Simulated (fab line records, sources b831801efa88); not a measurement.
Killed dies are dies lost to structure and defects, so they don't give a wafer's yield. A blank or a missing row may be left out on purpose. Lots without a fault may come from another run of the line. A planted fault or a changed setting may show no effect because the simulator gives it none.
fab line records | flow sky130
record lots=6 wafers=18 last_day=50
route steps=708 shown PWDE@54 NWELL@56 PAD_OPEN@708
lots that met no fault: from a run of the same line without faults
start_h: hours from the record's first day to the start of the lot's first wafer shown | wait_h: hours since the lot's step before | " the same as in the row above | L1.1+2: a row that stands for several wafers | - no value, or no start given | * or withheld: withheld | < > ~ a bound
route shown NAME@n: a module of which the file shows steps, and the number in the route of the first | usual: mean/standard deviation of fault-free wafers | same: alike in all rows | chamber/n: place in a boat | sites: the reading at each site | _std_site: their standard deviation | _edge_site: outer sites' mean less inner sites' | radius_mm: how far each site lies from the wafer's centre | mask NAME#n: copy n | behind: the tool/chamber that last shaped the wafer | hold: why the lot was held/for how many hours/how that ended | device: the transistor (n, p or np) that didn't switch | end of line: the same wafers' tests at the end of the route | a step without rows: its recipe alone | killed: dies lost to structure and defects at the first sort, not the wafer's yield | map: a wafer's dies, x killed, . not, _ none there
set.NAME: the setting as run; set.NAME@STEP: as run at that earlier step | model.NAME: the simulator's own value behind a step, which no gauge read
lots at some steps of the route; a table a step, a row a wafer
services: from which hour (start_h, from the record's first day; less than 0 if before it) a tool's chamber was out of use, for how many hours, and why
## steps
# step SKY_PWDE_STRIP_09
# recipe chemistry=O2/N2 power_w=1400 pressure_mtorr=1500 platen_temp_c=withheld o2_flow_sccm=3000 n2_flow_sccm=300 overash_fraction=0.5
# usual drypump_motor_current_A=5.5/0.48 o2_flow_sccm=2999/8.3 oes_product_au=0.722/0.0046 strip_time_to_endpoint_s=36.94/0.12
# same overash_fraction=0.5
# columns lot.wafer tool chamber start_h wait_h drypump_motor_current_A o2_flow_sccm oes_product_au rf_hours_counter_h strip_time_to_endpoint_s
L702.2 plasma_asher-02 0 79.23 0.1 5.1 3000 0.723 41 36.85
L702.4 " 1 " " 5.0 3000 0.723 - 36.82
L702.5 " 0 " " 5.1 2997 0.723 - 36.85
L706.2 plasma_asher-01 0 100.68 0.1 5.9 3001 0.721 39 36.95
L706.5 " 1 " " 5.3 2986 0.718 - 36.92
L706.6 " 0 " " 5.9 2992 0.724 - 37.02
L717.1 plasma_asher-01 1 169.06 0.1 5.3 3017 0.725 46 36.98
L717.2 " 0 " " 5.9 2984 0.727 46 36.82
L717.4 " 0 " " 5.9 2987 0.728 - 36.84
L719.1 plasma_asher-01 1 176.18 0.1 5.4 2997 0.728 47 36.84
L719.3 " 1 " " 5.4 2988 0.722 - 36.79
L719.4 " 0 " " 5.9 3003 0.718 - 36.87
L721.1 plasma_asher-03 0 187.30 0.1 5.5 2993 0.726 36 36.89
L721.4 " 1 " " 6.4 2992 0.717 - 36.84
L721.5 " 0 " " 5.5 2992 0.720 - 36.81
L723.2 plasma_asher-03 0 201.22 0.1 5.5 3014 0.723 38 36.85
L723.3 " 0 " " 5.6 2999 0.722 - 36.84
L723.5 " 1 " " 6.4 2991 0.718 - 36.96
# step SKY_PWDE_TW_MEAS_10
# usual PWDE_TW=371.6/2
# columns lot.wafer tool chamber start_h wait_h PWDE_TW
L702.2 film_metro-03 - 79.34 0.1 371.3
L702.4 " - " " 370.0
L702.5 " - " " 368.8
L706.2 film_metro-01 - 100.79 0.1 370.0
L706.5 " - " " 372.7
L706.6 " - " " 369.9
L717.1 film_metro-03 - 169.16 0.1 371.1
L717.2 " - " " 372.5
L717.4 " - " " 373.3
L719.1 film_metro-01 - 176.28 0.1 368.5
L719.3 " - " " 368.5
L719.4 " - " " 369.9
L721.1 film_metro-03 - 187.40 0.1 373.5
L721.4 " - " " 371.2
L721.5 " - " " 370.1
L723.2 film_metro-03 - 201.33 0.1 373.7
L723.3 " - " " 375.3
L723.5 " - " " 374.4
# step SKY_NWELL_DEHYDRATE_03
# recipe temp_c=200 time_s=60
# step SKY_NWELL_HMDS_04
# recipe prime_time_s=60 prime_temp_c=120
# step SKY_NWELL_COAT_05
# recipe spin_rpm=2000 resist_thk_nm=3000
# step SKY_NWELL_SOFTBAKE_06
# recipe temp_c=110 time_s=withheld
# step SKY_NWELL_EXPOSE_07
# recipe mask_id=NWM na=0.6 source_shape=conventional sigma_outer=0.6 polarization=unpolarized target_cd_nm=840 dose_mj=255
# step SKY_NWELL_PEB_08
# recipe temp_c=115 time_s=withheld
# step SKY_NWELL_DEVELOP_09
# recipe wall_angle_deg=90 developer=TMAH develop_time_s=60 dev_temp_c=23
# step SKY_NWELL_OVL_MEAS_10
# usual NWELL_00_OVL=0.0/1.4
# columns lot.wafer tool chamber start_h wait_h NWELL_00_OVL[nm]
L702.2 overlay-02 - 95.90 - -0.3
L702.4 " - " " 1.8
L702.5 " - " " 0.9
L706.2 overlay-01 - 119.00 - 0.9
L706.5 " - " " -0.5
L706.6 " - " " -0.8
L717.1 overlay-01 - 189.19 - -1.0
L717.2 " - " " -2.1
L717.4 " - " " -2.7
L719.1 overlay-01 - 194.84 - -0.7
L719.3 " - " " 0.6
L719.4 " - " " 0.9
L721.1 overlay-02 - 209.69 - -3.1
L721.4 " - " " -1.2
L721.5 " - " " -2.1
L723.2 overlay-02 - 222.80 - -0.2
L723.3 " - " " 0.6
L723.5 " - " " 0.5
# step SKY_NWELL_IMPLANT_11
# recipe species=P energy_kev=400 dose_cm2=1.9e+13 tilt_deg=withheld
# step SKY_NWELL_IMPLANT_12
# recipe species=P energy_kev=120 dose_cm2=1.3e+12 tilt_deg=withheld
# step SKY_NWELL_IMPLANT_13
# recipe species=P energy_kev=50 dose_cm2=7e+11 tilt_deg=withheld
# usual beam_energy_keV=50.000/0.016
# columns lot.wafer tool chamber start_h wait_h beam_energy_keV model.implant.drp_nm
L702.2 implanter-04 0 96.25 0.1 50.018 25.55
L702.4 " 0 " " 50.003 25.55
L702.5 " 0 " " 49.994 25.55
L706.2 implanter-02 0 119.35 0.1 49.988 25.55
L706.5 " 0 " " 49.996 25.55
L706.6 " 0 " " 50.004 25.55
L717.1 implanter-02 0 189.53 0.1 49.195 25.2
L717.2 " 0 " " 49.189 25.2
L717.4 " 0 " " 49.185 25.2
L719.1 implanter-02 0 195.17 0.1 49.168 25.2
L719.3 " 0 " " 49.195 25.2
L719.4 " 0 " " 49.183 25.2
L721.1 implanter-04 0 210.03 0.1 49.996 25.55
L721.4 " 0 " " 50.008 25.55
L721.5 " 0 " " 50.000 25.55
L723.2 implanter-04 0 223.15 0.1 50.002 25.55
L723.3 " 0 " " 50.029 25.55
L723.5 " 0 " " 49.992 25.55
# step SKY_NWELL_STRIP_14
# recipe chemistry=O2/N2 power_w=1400 pressure_mtorr=1500 platen_temp_c=withheld o2_flow_sccm=3000 n2_flow_sccm=300 overash_fraction=0.5
# usual drypump_motor_current_A=5.5/0.47 o2_flow_sccm=2999/8.9 oes_product_au=0.723/0.0047 strip_time_to_endpoint_s=36.90/0.1
# same overash_fraction=0.5
# columns lot.wafer tool chamber start_h wait_h drypump_motor_current_A o2_flow_sccm oes_product_au rf_hours_counter_h strip_time_to_endpoint_s
L702.2 plasma_asher-02 0 96.38 0.1 5.1 2989 0.728 43 36.88
L702.4 " 1 " " 5.0 3008 0.729 - 36.96
L702.5 " 1 " " 5.0 2991 0.719 - 36.89
L706.2 plasma_asher-03 1 119.48 0.1 6.4 2996 0.728 31 36.94
L706.5 " 1 " " 6.4 2999 0.728 - 36.85
L706.6 " 0 " " 5.5 2997 0.725 - 36.83
L717.1 plasma_asher-02 1 189.68 0.1 5.0 2997 0.726 53 37.09
L717.2 " 0 " " 5.1 3009 0.734 53 37.12
L717.4 " 1 " " 5.0 3008 0.723 - 37.07
L719.1 plasma_asher-03 1 195.32 0.1 6.3 2998 0.726 37 36.82
L719.3 " 1 " " 6.4 3001 0.716 - 36.86
L719.4 " 0 " " 5.5 2997 0.727 - 36.90
L721.1 plasma_asher-03 0 210.18 0.1 5.6 2991 0.724 38 36.83
L721.4 " 1 " " 6.3 3003 0.720 - 36.72
L721.5 " 1 " " 6.4 3007 0.720 - 36.95
L723.2 plasma_asher-02 1 223.28 0.1 5.0 2990 0.726 56 36.76
L723.3 " 1 " " 5.0 2992 0.725 - 36.78
L723.5 " 1 " " 5.0 2971 0.717 - 36.73
# step SKY_PAD_OPEN_PROBE_99
# usual killed_at_M0_to_M3=44/7.8 killed_at_M4_up=3.1/1.7 killed_at_contacts=25/5.1 killed_at_front_end=15/4.4 killed_at_other=0.5/0.68 killed_dies=88/9.9 killed_open=48/6.9 killed_short=39/6.5
# same gross_dies=492 killed_at_back_side=0
# columns lot.wafer tool chamber start_h wait_h killed_at_M0_to_M3 killed_at_M4_up killed_at_contacts killed_at_front_end killed_at_other killed_dies killed_open killed_short
L706.2 prober-02 - 1109.02 0.1 32 2 29 12 2 77 47 29
L706.5 prober-02 - 1109.17 0.2 45 2 31 15 1 94 52 42
L706.6 prober-02 - 1109.22 0.2 35 3 33 11 0 82 43 39
L719.1 prober-02 - 1181.80 0.1 47 4 21 7 1 80 41 39
L719.3 prober-02 - 1181.90 0.2 55 3 21 13 2 94 52 41
L719.4 prober-02 - 1181.95 0.2 48 2 25 14 0 89 48 41
# killed by level:class
L706.2 CONTACT:geometric_particle:open=13 LI_CONTACT:geometric_particle:open=8 VIA2:geometric_particle:open=6 FIELD_ISO:geometric_particle:open=5 CONTACT:geometric_particle:short=5 VIA1:geometric_particle:open=5 VIA3:geometric_particle:short=4 VIA3:geometric_particle:open=4
L706.5 CONTACT:geometric_particle:open=14 CONTACT:geometric_particle:short=10 VIA1:geometric_particle:open=10 VIA3:geometric_particle:open=8 VIA2:geometric_particle:open=7 LI_CONTACT:geometric_particle:open=6 FIELD_ISO:geometric_particle:short=5 METAL2:geometric_particle:short=5
L706.6 CONTACT:geometric_particle:open=17 LI_CONTACT:geometric_particle:open=6 CONTACT:geometric_particle:short=6 VIA1:geometric_particle:open=6 VIA3:geometric_particle:short=6 METAL1:geometric_particle:short=5 VIA2:geometric_particle:open=5 VIA3:geometric_particle:open=5
L719.1 METAL2:geometric_particle:short=9 VIA1:geometric_particle:open=8 LI_CONTACT:geometric_particle:open=7 VIA2:geometric_particle:open=7 LOCAL_INTERCONNECT:geometric_particle:short=5 CONTACT:geometric_particle:open=5 METAL1:geometric_particle:short=5 VIA3:geometric_particle:open=5
L719.3 VIA1:geometric_particle:open=13 METAL1:geometric_particle:short=9 VIA3:geometric_particle:short=7 CONTACT:geometric_particle:open=7 VIA2:geometric_particle:open=7 VIA3:geometric_particle:open=7 LI_CONTACT:geometric_particle:open=6 FIELD_ISO:geometric_particle:open=5
L719.4 VIA1:geometric_particle:open=13 CONTACT:geometric_particle:open=7 METAL2:geometric_particle:short=7 FIELD_ISO:geometric_particle:open=6 LOCAL_INTERCONNECT:geometric_particle:short=6 VIA1:geometric_particle:short=6 VIA2:geometric_particle:open=5 METAL1:geometric_particle:short=5
## services
# columns tool chamber start_h hours kind
implanter-02 - 61.09 1.1 repair
implanter-04 - 69.04 1.7 repair
plasma_asher-03 - 98.55 0.9 repair
implanter-02 - 111.10 0.9 repair
implanter-04 - 130.90 5.0 repair
plasma_asher-01 - 139.17 2.2 repair
plasma_asher-03 - 176.04 9.6 pm
## key
first_sign step=SKY_NWELL_IMPLANT_13 reading=beam_energy_keV direction=down sigmas=51 usual=* struck=*
effect none on later readings
model_effect step=SKY_NWELL_IMPLANT_13 value=implant.drp_nm without=25.55 struck=25.2
met_at SKY_NWELL_IMPLANT_13
struck_wafers L717.1,L717.2,L717.4,L719.1,L719.3,L719.4
tester_left_out L717,L719
onset_between 119.35 189.53
fault kind=process_parameter_drift tool=implanter-02 chamber=- onset_h=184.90 steps=SKY_NWELL_IMPLANT_13 channel=energy_kev offset=* shape=step end_h=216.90 acts_in=* stated=*
# tester_left_out: of these lots the tester's yield and bins aren't shown, on N5 and GAA mostly nor the transistor test; their killed dies are dies lost to structure and defects alone, not to doping, threshold or leakage, so they don't give the yield
